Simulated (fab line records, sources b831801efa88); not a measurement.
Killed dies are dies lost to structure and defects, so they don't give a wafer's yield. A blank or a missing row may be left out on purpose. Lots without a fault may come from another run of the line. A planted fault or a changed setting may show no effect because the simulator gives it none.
Which tool did it? | flow sky130 | 24 lots, 72 wafers sampled, at 3 steps of a route of 708

WHAT THE GAUGES READ, wafer by wafer
SKY_LI_CONTACT_OVL_MEAS_13. Usual: LI_CONTACT_OVL 1 nm, standard deviation 5.8.
lot  | measured     | on         | LI_CONTACT_OVL (nm) | flag
L075 | day 29 16:49 | overlay-02 | 3 0 -1              |
L074 | day 29 19:28 | overlay-02 | 4 9 9               |
L076 | day 30 00:35 | overlay-01 | 0 8 2               |
L077 | day 30 01:53 | overlay-01 | -9 2 -2             |
L078 | day 30 07:26 | overlay-01 | 1 5 -1              |
L079 | day 30 20:51 | overlay-02 | -3 1 -4             |
L080 | day 31 09:14 | overlay-02 | 1 -4 0              |
L081 | day 31 20:45 | overlay-02 | 3 -1 6              |
L082 | day 32 08:42 | overlay-01 | 0 -3 -5             |
L084 | day 32 21:18 | overlay-02 | -2 -2 4             |
L083 | day 33 03:51 | overlay-01 | -5 -5 -14           |
L085 | day 33 07:59 | overlay-02 | 2 -8 6              |
L086 | day 33 14:00 | overlay-01 | 7 -7 -5             |
L087 | day 34 01:37 | overlay-02 | 2 2 -5              |
L088 | day 34 06:12 | overlay-01 | -5 -8 -4            |
L089 | day 34 07:44 | overlay-01 | 8 3 -5              |
L090 | day 34 19:11 | overlay-01 | 8 10 12             |
L091 | day 34 23:44 | overlay-02 | 7 -1 -6             |
L092 | day 35 04:41 | overlay-02 | 3 8 7               |
L093 | day 35 15:10 | overlay-02 | -4 -5 -1            |
L094 | day 35 17:25 | overlay-01 | 5 6 15              |
L095 | day 35 22:05 | overlay-01 | 2 -4 -3             |
L096 | day 36 11:06 | overlay-02 | -2 -2 2             |
L097 | day 36 15:32 | overlay-01 | -2 3 2              |

SKY_METAL1_CD_MEAS_15: target cd 140 nm. Usual: cd_nm 139.9 nm, standard deviation 1.6.
lot  | measured     | on        | cd_nm (nm)        | flag
L075 | day 33 10:09 | cd_sem-02 | 141.6 140.5 140.1 |
L074 | day 33 12:41 | cd_sem-02 | 138.5 139.3 139.0 |
L076 | day 33 18:05 | cd_sem-02 | 142.3 141.3 140.5 |
L077 | day 33 19:15 | cd_sem-02 | 139.0 137.4 137.9 |
L078 | day 34 01:02 | cd_sem-02 | 137.9 136.4 138.0 |
L079 | day 34 10:44 | cd_sem-01 | 138.3 140.1 139.6 |
L080 | day 34 23:54 | cd_sem-01 | 137.0 137.3 138.2 |
L081 | day 35 10:09 | cd_sem-02 | 140.0 140.5 141.8 |
L082 | day 35 20:40 | cd_sem-02 | 139.7 139.8 139.4 |
L084 | day 36 08:27 | cd_sem-02 | 138.8 138.5 140.8 |
L083 | day 36 14:42 | cd_sem-01 | 139.5 139.5 139.2 |
L085 | day 36 18:23 | cd_sem-02 | 139.9 138.5 139.5 |
L086 | day 37 00:38 | cd_sem-02 | 142.1 141.9 141.3 |
L087 | day 37 11:07 | cd_sem-02 | 139.7 140.5 141.0 |
L088 | day 37 15:56 | cd_sem-02 | 141.3 141.2 142.7 |
L089 | day 37 17:37 | cd_sem-01 | 139.7 138.6 141.1 |
L090 | day 38 03:59 | cd_sem-02 | 140.0 141.8 140.6 |
L091 | day 38 08:14 | cd_sem-01 | 138.6 137.7 138.7 |
L092 | day 38 13:07 | cd_sem-01 | 140.1 141.7 141.0 |
L093 | day 38 22:20 | cd_sem-01 | 142.0 143.9 143.9 |
L094 | day 39 00:28 | cd_sem-02 | 141.3 140.1 141.8 |
L095 | day 39 06:40 | cd_sem-02 | 138.9 138.3 137.6 |
L096 | day 39 18:38 | cd_sem-02 | 139.3 139.8 138.6 |
L097 | day 39 22:39 | cd_sem-01 | 142.4 141.4 141.4 |

SKY_METAL2_THK_MEAS_06: measures by xrf. Usual: METAL2_ALCU_THK 254 nm, standard deviation 3.4.
lot  | measured     | on            | METAL2_ALCU_THK (nm) | flag
L075 | day 34 15:44 | film_metro-04 | 257 257 256          |
L074 | day 34 17:53 | film_metro-03 | 249 255 253          |
L076 | day 34 23:29 | film_metro-04 | 257 260 255          |
L077 | day 35 00:43 | film_metro-02 | 255 254 253          |
L078 | day 35 05:59 | film_metro-02 | 255 254 253          |
L079 | day 35 15:40 | film_metro-04 | 253 256 256          |
L080 | day 36 04:54 | film_metro-04 | 249 252 253          |
L081 | day 36 15:02 | film_metro-02 | 253 257 252          |
L082 | day 37 01:26 | film_metro-03 | 260 249 258          |
L084 | day 37 13:22 | film_metro-04 | 255 252 253          |
L083 | day 37 19:29 | film_metro-03 | 254 256 256          |
L085 | day 37 22:10 | film_metro-02 | 251 253 249          |
L086 | day 38 04:39 | film_metro-02 | 256 253 253          |
L087 | day 38 14:47 | film_metro-04 | 251 245 249          |
L088 | day 38 20:13 | film_metro-02 | 260 262 260          |
L089 | day 38 21:55 | film_metro-04 | 253 248 254          |
L090 | day 39 08:07 | film_metro-04 | 253 254 254          |
L091 | day 39 12:00 | film_metro-03 | 256 250 256          |
L092 | day 39 15:11 | film_metro-02 | 249 251 253          |
L093 | day 40 01:47 | film_metro-04 | 255 255 255          |
L094 | day 40 03:22 | film_metro-02 | 255 255 254          |
L095 | day 40 09:46 | film_metro-02 | 252 254 255          |
L096 | day 40 21:55 | film_metro-04 | 251 253 249          |
L097 | day 41 02:08 | film_metro-04 | 259 256 258          |

WHICH TOOL RAN EACH LOT (tool, then ch and the chambers of the sampled wafers, then the start)
The record holds no process step before these readings.

WHAT THE TOOLS THEMSELVES READ (means of the sampled wafers that have a number; where no wafer has one, the mark that the record gives instead)
The record holds no such reading with a usual standard deviation.

THE ANSWER, worked out from the rows above alone
Rule: a lot is off if the mean of its wafers that have a number lies more than 3 standard deviations from the usual mean. A lot without any number at a reading at which 4 lots or more have one is off too. The other lots that the step has rows for count as sound. The gauges are gone through in route order, then the tools' own readings, and for those a lot's mean is taken as printed above. The first step at which some lot is off is used, and at that step the reading that is off furthest; a lot without a number counts as furthest.
No lot is off at any reading shown: from this, nothing can be told.

WHAT THE SIMULATOR HAD PUT IN
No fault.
